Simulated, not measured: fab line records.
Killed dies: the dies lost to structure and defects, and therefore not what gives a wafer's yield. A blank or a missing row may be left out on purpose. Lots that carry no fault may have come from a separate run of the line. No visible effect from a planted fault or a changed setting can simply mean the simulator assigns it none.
Which tool is to blame?	flow gf180mcu	18 wafers from 6 lots sampled at 4 of the route's 602 steps

== WHAT EACH GAUGE READ, for each wafer ==
GF_V2_RS_MEAS_24: measures by four-point-probe.
lot	measured	on	V2_W_RS (ohm/sq)
L238	day 21 00:35	filmMetro-02	0.323 0.334 0.321
L240	day 22 00:44	filmMetro-02	0.320 0.335 0.333
L250	day 25 21:56	filmMetro-03	0.332 0.334 0.325
L251	day 26 05:29	filmMetro-02	0.322 0.323 0.331
L254	day 27 00:53	filmMetro-02	0.324 0.323 0.324
L255	day 27 11:35	filmMetro-01	0.387 0.395 0.379

== WHAT TOOL EACH LOT RAN ON (gives the tool, then ch and the chambers of the sampled wafers, and finally the start) ==
lot	GF_V1_CMP_04	GF_M2_SPUTTER_00	GF_V2_CVD_23
L238	cmp-01 ch 1,2, day 17 20:37	pvdSputter-02, day 18 22:12	cvdW-02 ch 0,1, day 21 00:29
L240	cmp-02 ch 0,1,3, day 18 19:20	pvdSputter-03, day 19 21:39	cvdW-02 ch 0,1, day 22 00:37
L250	cmp-02 ch 0,1, day 22 21:43	pvdSputter-02, day 23 22:52	cvdW-02 ch 0,1, day 25 21:48
L251	cmp-02 ch 0,1,2, day 23 06:37	pvdSputter-03, day 24 07:25	cvdW-01 ch 0,1, day 26 05:21
L254	cmp-02 ch 0,1,3, day 24 03:29	pvdSputter-02, day 25 03:15	cvdW-01 ch 0, day 27 00:40
L255	cmp-01 ch 0,2,3, day 24 14:44	pvdSputter-02, day 25 13:56	cvdW-02 ch 0,1, day 27 11:28
- GF_V1_CMP_04: polishes SiO2.
- GF_M2_SPUTTER_00: material Ti, target thk 37.5 nm, time 150 s.
- GF_V2_CVD_23: deposits W, target thk 350 nm, time 104.94 s.

== THE ANSWER, worked out from the rows above alone ==
Rule: usual is defined by the lots themselves. The widest of any qualifying gaps counts: lots, ordered by their means at a reading, are off when they make up no more than a third of the lots, leave a main group of 4 or more, and stand apart from it by 3 or more times the standard deviation of that group's means. If all means in a main group match to the digits the tables above print for the reading, that group is not used. A lot without any number at a reading at which 4 lots or more have one is off too. All remaining lots with rows at the step are treated as sound.
Off: L255, at GF_V2_RS_MEAS_24 (V2_W_RS). Mean 0.327 ohm/sq and standard deviation 0.0025 in the main group.
A tool fits if, at a process step before that reading, it ran every lot that is off, and no sound lot after the first of them. Those tools and the gauges at GF_V2_RS_MEAS_24 are tried in the same way. Can't be told from this: 4 tools fit, cmp-01 at GF_V1_CMP_04, pvdSputter-02 at GF_M2_SPUTTER_00, cvdW-02 at GF_V2_CVD_23, filmMetro-01 at GF_V2_RS_MEAS_24.

== WHAT HAD BEEN PUT IN BY THE SIMULATOR ==
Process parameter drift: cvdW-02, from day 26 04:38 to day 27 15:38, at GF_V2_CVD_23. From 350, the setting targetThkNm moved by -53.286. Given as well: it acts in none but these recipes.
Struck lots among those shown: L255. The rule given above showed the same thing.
